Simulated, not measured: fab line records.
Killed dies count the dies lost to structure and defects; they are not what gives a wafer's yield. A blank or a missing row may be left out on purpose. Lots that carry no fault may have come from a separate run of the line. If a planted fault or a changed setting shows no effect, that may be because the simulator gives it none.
Which tool is to blame? || flow sky130 || Sampling: 10 lots, 30 wafers, 5 of 708 route steps

== WHAT EACH GAUGE READ, for each wafer ==
SKY_POLY_GATE_THK_MEAS_04.
{"lot": "L505", "measured": "day 16 02:14", "on": "film metro-03", "POLY_GATE_CVD_03_THK (nm)": "74.9 75.0 75.1"}
{"lot": "L506", "measured": "day 16 07:26", "on": "film metro-03", "POLY_GATE_CVD_03_THK (nm)": "74.2 74.3 74.6"}
{"lot": "L507", "measured": "day 16 20:07", "on": "film metro-02", "POLY_GATE_CVD_03_THK (nm)": "74.6 74.0 74.0"}
{"lot": "L509", "measured": "day 17 02:44", "on": "film metro-03", "POLY_GATE_CVD_03_THK (nm)": "75.3 75.1 75.5"}
{"lot": "L510", "measured": "day 17 05:08", "on": "film metro-02", "POLY_GATE_CVD_03_THK (nm)": "74.1 74.8 74.7"}
{"lot": "L511", "measured": "day 17 18:46", "on": "film metro-03", "POLY_GATE_CVD_03_THK (nm)": "76.3 76.3 76.0"}
{"lot": "L519", "measured": "day 20 06:12", "on": "film metro-02", "POLY_GATE_CVD_03_THK (nm)": "51.1 51.2 51.4"}
{"lot": "L526", "measured": "day 23 05:25", "on": "film metro-02", "POLY_GATE_CVD_03_THK (nm)": "75.1 75.2 74.8"}
{"lot": "L527", "measured": "day 23 07:50", "on": "film metro-03", "POLY_GATE_CVD_03_THK (nm)": "76.1 76.4 76.2"}
{"lot": "L528", "measured": "day 23 12:49", "on": "film metro-03", "POLY_GATE_CVD_03_THK (nm)": "75.8 75.3 75.3"}

SKY_METAL2_CD_MEAS_15: the cd target is 140 nm.
{"lot": "L505", "measured": "day 35 21:56", "on": "cd sem-01", "cd nm (nm)": "139.5 140.2 140.4"}
{"lot": "L506", "measured": "day 36 06:37", "on": "cd sem-01", "cd nm (nm)": "141.0 140.8 139.6"}
{"lot": "L507", "measured": "day 36 17:56", "on": "cd sem-01", "cd nm (nm)": "143.1 142.0 142.6"}
{"lot": "L509", "measured": "day 36 23:31", "on": "cd sem-02", "cd nm (nm)": "138.7 138.6 139.5"}
{"lot": "L510", "measured": "day 37 01:08", "on": "cd sem-01", "cd nm (nm)": "141.0 138.4 140.4"}
{"lot": "L511", "measured": "day 37 13:07", "on": "cd sem-01", "cd nm (nm)": "140.8 137.8 139.0"}
{"lot": "L519", "measured": "day 39 15:38", "on": "cd sem-01", "cd nm (nm)": "141.5 143.4 143.6"}
{"lot": "L526", "measured": "day 41 21:13", "on": "cd sem-02", "cd nm (nm)": "139.5 139.7 138.9"}
{"lot": "L527", "measured": "day 41 23:08", "on": "cd sem-02", "cd nm (nm)": "140.4 138.9 140.0"}
{"lot": "L528", "measured": "day 42 03:00", "on": "cd sem-02", "cd nm (nm)": "135.7 136.5 137.5"}

== TOOL THAT RAN EACH LOT (tool first, then ch and the chambers of the sampled wafers, then the start) ==
{"lot": "L505", "SKY_POLY_GATE_CVD_03": "lpcvd-02 ch 1, day 16 00:52", "SKY_POLY_GATE_ETCH_16": "rie diel-03 ch 1,2,3, day 17 06:46", "SKY_POLY_CUT_ETCH_11": "rie diel-03 ch 0,1, day 25 02:59"}
{"lot": "L506", "SKY_POLY_GATE_CVD_03": "lpcvd-02 ch 0, day 16 06:04", "SKY_POLY_GATE_ETCH_16": "rie diel-03 ch 0,1,2, day 17 12:50", "SKY_POLY_CUT_ETCH_11": "rie diel-03 ch 0,2, day 25 09:01"}
{"lot": "L507", "SKY_POLY_GATE_CVD_03": "lpcvd-02 ch 1, day 16 18:44", "SKY_POLY_GATE_ETCH_16": "rie diel-03 ch 0,1,3, day 18 02:34", "SKY_POLY_CUT_ETCH_11": "rie diel-01 ch 0,1,3, day 25 23:44"}
{"lot": "L509", "SKY_POLY_GATE_CVD_03": "lpcvd-02 ch 0, day 17 01:22", "SKY_POLY_GATE_ETCH_16": "rie diel-04 ch 1,2,3, day 18 09:56", "SKY_POLY_CUT_ETCH_11": "rie diel-03 ch 1,2,3, day 26 08:24"}
{"lot": "L510", "SKY_POLY_GATE_CVD_03": "lpcvd-02 ch 1, day 17 03:46", "SKY_POLY_GATE_ETCH_16": "rie diel-04 ch 2,3, day 18 12:05", "SKY_POLY_CUT_ETCH_11": "rie diel-02 ch 1,3, day 26 09:57"}
{"lot": "L511", "SKY_POLY_GATE_CVD_03": "lpcvd-02 ch 1, day 17 17:24", "SKY_POLY_GATE_ETCH_16": "rie diel-03 ch 0,1,2, day 19 02:11", "SKY_POLY_CUT_ETCH_11": "rie diel-01 ch 0,2,3, day 26 21:46"}
{"lot": "L519", "SKY_POLY_GATE_CVD_03": "lpcvd-02 ch 0, day 20 04:50", "SKY_POLY_GATE_ETCH_16": "rie diel-01 ch 1,2,3, day 21 13:24", "SKY_POLY_CUT_ETCH_11": "rie diel-03 ch 1,3, day 29 07:08"}
{"lot": "L526", "SKY_POLY_GATE_CVD_03": "lpcvd-02 ch 0, day 23 04:02", "SKY_POLY_GATE_ETCH_16": "rie diel-01 ch 0,1,2, day 24 11:10", "SKY_POLY_CUT_ETCH_11": "rie diel-02 ch 1,2,3, day 31 17:23"}
{"lot": "L527", "SKY_POLY_GATE_CVD_03": "lpcvd-02 ch 1, day 23 06:27", "SKY_POLY_GATE_ETCH_16": "rie diel-01 ch 0,1,3, day 24 14:19", "SKY_POLY_CUT_ETCH_11": "rie diel-01 ch 0,1, day 31 23:29"}
{"lot": "L528", "SKY_POLY_GATE_CVD_03": "lpcvd-02 ch 1, day 23 11:28", "SKY_POLY_GATE_ETCH_16": "rie diel-01 ch 0,2,3, day 24 19:01", "SKY_POLY_CUT_ETCH_11": "rie diel-02 ch 0,1,3, day 32 02:17"}
- SKY_POLY_GATE_CVD_03: deposits Si3N4 from DCS/NH3, target thk 75 nm, time 1290 s.
- SKY_POLY_GATE_ETCH_16: etches Si3N4 in CH3F/O2, stops on poly-Si, time 147.5 s, target depth 75 nm.
- SKY_POLY_CUT_ETCH_11: etches Si3N4 in CF4/CH2F2/Ar, stops on poly-Si, time 42.5 s, target depth 60 nm.

== WHAT THE TOOLS THEMSELVES READ (means of the sampled wafers that have a number; where no wafer has one, the mark that the record gives instead) ==
SKY_POLY_GATE_CVD_03.
{"lot": "L505", "tool": "lpcvd-02", "pressure mtorr (mTorr)": 248.7, "zone power bottom pct (%)": 22.6, "zone power lower pct (%)": 12.8}
{"lot": "L506", "tool": "lpcvd-02", "pressure mtorr (mTorr)": 250.2, "zone power bottom pct (%)": 18.1, "zone power lower pct (%)": 14.0}
{"lot": "L507", "tool": "lpcvd-02", "pressure mtorr (mTorr)": 250.1, "zone power bottom pct (%)": 22.5, "zone power lower pct (%)": 12.8}
{"lot": "L509", "tool": "lpcvd-02", "pressure mtorr (mTorr)": 250.2, "zone power bottom pct (%)": 18.2, "zone power lower pct (%)": 14.0}
{"lot": "L510", "tool": "lpcvd-02", "pressure mtorr (mTorr)": 250.8, "zone power bottom pct (%)": 22.5, "zone power lower pct (%)": 12.9}
{"lot": "L511", "tool": "lpcvd-02", "pressure mtorr (mTorr)": 250.2, "zone power bottom pct (%)": 22.5, "zone power lower pct (%)": 12.8}
{"lot": "L519", "tool": "lpcvd-02", "pressure mtorr (mTorr)": 249.5, "zone power bottom pct (%)": 18.1, "zone power lower pct (%)": 14.0}
{"lot": "L526", "tool": "lpcvd-02", "pressure mtorr (mTorr)": 250.0, "zone power bottom pct (%)": 18.3, "zone power lower pct (%)": 14.0}
{"lot": "L527", "tool": "lpcvd-02", "pressure mtorr (mTorr)": 249.8, "zone power bottom pct (%)": 22.4, "zone power lower pct (%)": 12.8}
{"lot": "L528", "tool": "lpcvd-02", "pressure mtorr (mTorr)": 249.6, "zone power bottom pct (%)": 22.3, "zone power lower pct (%)": 12.8}

SKY_POLY_GATE_ETCH_16.
{"lot": "L505", "tool": "rie diel-03", "drypump motor current A (A)": 5.5, "oes product au (a.u.)": 0.641, "throttle valve pct (%)": 10.534}
{"lot": "L506", "tool": "rie diel-03", "drypump motor current A (A)": 5.2, "oes product au (a.u.)": 0.640, "throttle valve pct (%)": 10.542}
{"lot": "L507", "tool": "rie diel-03", "drypump motor current A (A)": 5.4, "oes product au (a.u.)": 0.640, "throttle valve pct (%)": 10.545}
{"lot": "L509", "tool": "rie diel-04", "drypump motor current A (A)": 6.1, "oes product au (a.u.)": 0.642, "throttle valve pct (%)": 10.532}
{"lot": "L510", "tool": "rie diel-04", "drypump motor current A (A)": 6.1, "oes product au (a.u.)": 0.640, "throttle valve pct (%)": 10.535}
{"lot": "L511", "tool": "rie diel-03", "drypump motor current A (A)": 5.2, "oes product au (a.u.)": 0.644, "throttle valve pct (%)": 10.533}
{"lot": "L519", "tool": "rie diel-01", "drypump motor current A (A)": 5.8, "oes product au (a.u.)": 0.561, "throttle valve pct (%)": 10.520}
{"lot": "L526", "tool": "rie diel-01", "drypump motor current A (A)": 5.9, "oes product au (a.u.)": 0.640, "throttle valve pct (%)": 10.539}
{"lot": "L527", "tool": "rie diel-01", "drypump motor current A (A)": 5.9, "oes product au (a.u.)": 0.644, "throttle valve pct (%)": 10.527}
{"lot": "L528", "tool": "rie diel-01", "drypump motor current A (A)": 5.9, "oes product au (a.u.)": 0.643, "throttle valve pct (%)": 10.531}

SKY_POLY_CUT_ETCH_11.
{"lot": "L505", "tool": "rie diel-03", "drypump motor current A (A)": 5.2, "mfc ar sccm (sccm)": 150.1, "oes product au (a.u.)": 0.828, "throttle valve pct (%)": 14.993}
{"lot": "L506", "tool": "rie diel-03", "drypump motor current A (A)": 5.4, "mfc ar sccm (sccm)": 150.4, "oes product au (a.u.)": 0.819, "throttle valve pct (%)": 15.000}
{"lot": "L507", "tool": "rie diel-01", "drypump motor current A (A)": 5.9, "mfc ar sccm (sccm)": 150.4, "oes product au (a.u.)": 0.824, "throttle valve pct (%)": 14.994}
{"lot": "L509", "tool": "rie diel-03", "drypump motor current A (A)": 5.5, "mfc ar sccm (sccm)": 149.4, "oes product au (a.u.)": 0.829, "throttle valve pct (%)": 14.991}
{"lot": "L510", "tool": "rie diel-02", "drypump motor current A (A)": 5.2, "mfc ar sccm (sccm)": 150.1, "oes product au (a.u.)": 0.823, "throttle valve pct (%)": 14.977}
{"lot": "L511", "tool": "rie diel-01", "drypump motor current A (A)": 5.9, "mfc ar sccm (sccm)": 150.2, "oes product au (a.u.)": 0.831, "throttle valve pct (%)": 14.995}
{"lot": "L519", "tool": "rie diel-03", "drypump motor current A (A)": 5.6, "mfc ar sccm (sccm)": 149.8, "oes product au (a.u.)": 0.684, "throttle valve pct (%)": 14.987}
{"lot": "L526", "tool": "rie diel-02", "drypump motor current A (A)": 5.3, "mfc ar sccm (sccm)": 150.0, "oes product au (a.u.)": 0.829, "throttle valve pct (%)": 14.996}
{"lot": "L527", "tool": "rie diel-01", "drypump motor current A (A)": 6.1, "mfc ar sccm (sccm)": 149.9, "oes product au (a.u.)": 0.834, "throttle valve pct (%)": 14.997}
{"lot": "L528", "tool": "rie diel-02", "drypump motor current A (A)": 5.6, "mfc ar sccm (sccm)": 149.9, "oes product au (a.u.)": 0.830, "throttle valve pct (%)": 14.994}

== THE ANSWER, worked out from the rows above alone ==
Rule: usual is defined by the lots themselves. Put in order of their means at a reading, lots are off if they are a third of the lots or fewer, leave a main group of 4 or more, and stand apart from it by a gap of 3 or more times the standard deviation of the main group's means; of several such gaps the widest counts. A main group is skipped when, at the precision printed for the reading in the tables above, its means are all equal. A lot without any number at a reading at which 4 lots or more have one is off too. The other lots that the step has rows for count as sound. Order of review: gauges by route order, followed by the tools' own readings, for which a lot's mean as printed above is used. The first step at which some lot is off is used, and at that step the reading that is off furthest; a lot without a number counts as furthest.
Off: L519, seen at SKY_POLY_GATE_THK_MEAS_04 (POLY_GATE_CVD_03_THK). The main group has a mean of 75.1 nm with a standard deviation of 0.69.
A tool fits if, at a process step before that reading, it ran every lot that is off, and no sound lot after the first of them. The gauges at SKY_POLY_GATE_THK_MEAS_04 aren't tried: what is off there is off at SKY_POLY_GATE_ETCH_16 too, on other tools, and a gauge's error can't cause that. Not one of the candidates tried fits.

== WHAT HAD BEEN PUT IN BY THE SIMULATOR ==
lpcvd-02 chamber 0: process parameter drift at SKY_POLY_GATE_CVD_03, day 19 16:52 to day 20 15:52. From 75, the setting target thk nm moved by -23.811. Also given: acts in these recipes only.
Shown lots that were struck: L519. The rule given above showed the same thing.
